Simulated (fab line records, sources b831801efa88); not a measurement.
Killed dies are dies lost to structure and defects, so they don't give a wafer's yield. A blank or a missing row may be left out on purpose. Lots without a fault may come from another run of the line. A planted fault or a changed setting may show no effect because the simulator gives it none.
Which tool did it? | flow gf180mcu | 12 lots, 36 wafers sampled, at 2 steps of a route of 602

WHAT THE GAUGES READ, wafer by wafer
GF_M1_OVL_MEAS_15.
lot  | measured     | on         | M1_OVL (nm)
L075 | day 17 20:05 | overlay-01 | -9 -11 -7
L077 | day 18 20:51 | overlay-01 | -6 -9 -11
L079 | day 19 06:09 | overlay-01 | -2 -1 -7
L080 | day 20 06:37 | overlay-02 | -4 1 3
L083 | day 20 17:26 | overlay-02 | -7 -8 -1
L085 | day 21 19:18 | overlay-02 | -9 -10 -3
L087 | day 22 11:27 | overlay-01 | -12 -6 2
L089 | day 23 01:04 | overlay-02 | -4 -4 -3
L091 | day 23 17:25 | overlay-01 | 3 0 2
L093 | day 24 06:42 | overlay-01 | -5 -3 -5
L095 | day 24 19:28 | overlay-01 | -5 1 -7
L097 | day 25 05:52 | overlay-01 | 2 -3 0

WHICH TOOL RAN EACH LOT (tool, then ch and the chambers of the sampled wafers, then the start)
lot  | GF_SAB_STRIP_13
L075 | plasma_asher-04 ch 0,1, day 15 19:26
L077 | plasma_asher-03 ch 0,1, day 16 18:50
L079 | plasma_asher-02 ch 0,1, day 17 03:27
L080 | plasma_asher-04 ch 0,1, day 18 02:21
L083 | plasma_asher-03 ch 0,1, day 18 13:31
L085 | plasma_asher-03 ch 0,1, day 19 15:18
L087 | plasma_asher-02 ch 0,1, day 20 09:12
L089 | plasma_asher-04 ch 0,1, day 20 22:46
L091 | plasma_asher-04 ch 0,1, day 21 15:38
L093 | plasma_asher-04 ch 0,1, day 22 06:20
L095 | plasma_asher-04 ch 0,1, day 22 20:05
L097 | plasma_asher-04 ch 0,1, day 23 06:56
- GF_SAB_STRIP_13: strips in O2/N2.

THE ANSWER, worked out from the rows above alone
Rule: what is usual is taken from the lots themselves. Put in order of their means at a reading, lots are off if they are a third of the lots or fewer, leave a main group of 4 or more, and stand apart from it by a gap of 3 or more times the standard deviation of the main group's means; of several such gaps the widest counts. A main group whose means are all the same, to the digits that the tables above print for the reading, isn't used. A lot without any number at a reading at which 4 lots or more have one is off too. The other lots that the step has rows for count as sound.
No lot is off at any reading shown: from this, nothing can be told.

WHAT THE SIMULATOR HAD PUT IN
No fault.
